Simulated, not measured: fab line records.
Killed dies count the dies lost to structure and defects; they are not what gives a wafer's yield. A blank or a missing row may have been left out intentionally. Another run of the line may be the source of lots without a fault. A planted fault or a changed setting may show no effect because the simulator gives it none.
What tool caused it? -- flow sky130 -- 21 wafers from 7 lots sampled at 2 of the route's 708 steps

## WHAT THE GAUGES READ, wafer by wafer
SKY_LI_CONTACT_RS_MEAS_22: measures by four-point-probe.
lot,measured,on,LI_CONTACT_W_RS (ohm/sq)
L289,day 30 03:08,film_metro-02,0.284 0.280 0.277
L291,day 30 15:44,film_metro-01,0.281 0.282 0.288
L294,day 31 16:44,film_metro-01,0.279 0.286 0.277
L296,day 32 13:43,film_metro-02,0.283 0.286 0.286
L299,day 33 04:29,film_metro-01,0.285 0.280 0.284
L307,day 35 13:37,film_metro-01,0.219 0.285 0.284
L310,day 36 13:45,film_metro-02,0.280 0.284 0.284

## WHAT TOOL EACH LOT RAN ON (gives the tool, then ch and the chambers of the sampled wafers, and finally the start)
lot,SKY_LI_CONTACT_CVD_21
L289,"cvd_w-01 ch 0,1, day 30 03:00"
L291,"cvd_w-02 ch 0,1, day 30 15:36"
L294,"cvd_w-01 ch 0,1, day 31 16:37"
L296,"cvd_w-02 ch 0,1, day 32 13:35"
L299,"cvd_w-02 ch 0,1, day 33 04:22"
L307,"cvd_w-01 ch 0,1, day 35 13:29"
L310,"cvd_w-02 ch 0,1, day 36 13:36"
- SKY_LI_CONTACT_CVD_21: deposits W, target thk 400 nm, time 120.56 s.

## THE ANSWER, worked out from the rows above alone
Rule: usual is defined by the lots themselves. Put in order of their means at a reading, lots are off if they are a third of the lots or fewer, leave a main group of 4 or more, and stand apart from it by a gap of 3 or more times the standard deviation of the main group's means; of several such gaps the widest counts. The tables above print the reading to a certain number of digits; a main group whose means all agree to those digits is not used. A lot without any number at a reading at which 4 lots or more have one is off too. All remaining lots with rows at the step are treated as sound.
Off: L307, seen at SKY_LI_CONTACT_RS_MEAS_22 (LI_CONTACT_W_RS). The main group: mean 0.283 ohm/sq, standard deviation 0.0016.
If a tool, at a process step before that reading, ran all the lots that are off and no sound lot after the first of them, it fits. The gauges at SKY_LI_CONTACT_RS_MEAS_22 are tried like those tools. Can't be told from this: 2 tools fit, cvd_w-01 at SKY_LI_CONTACT_CVD_21, film_metro-01 at SKY_LI_CONTACT_RS_MEAS_22.

## WHAT THE SIMULATOR HAD PUT IN
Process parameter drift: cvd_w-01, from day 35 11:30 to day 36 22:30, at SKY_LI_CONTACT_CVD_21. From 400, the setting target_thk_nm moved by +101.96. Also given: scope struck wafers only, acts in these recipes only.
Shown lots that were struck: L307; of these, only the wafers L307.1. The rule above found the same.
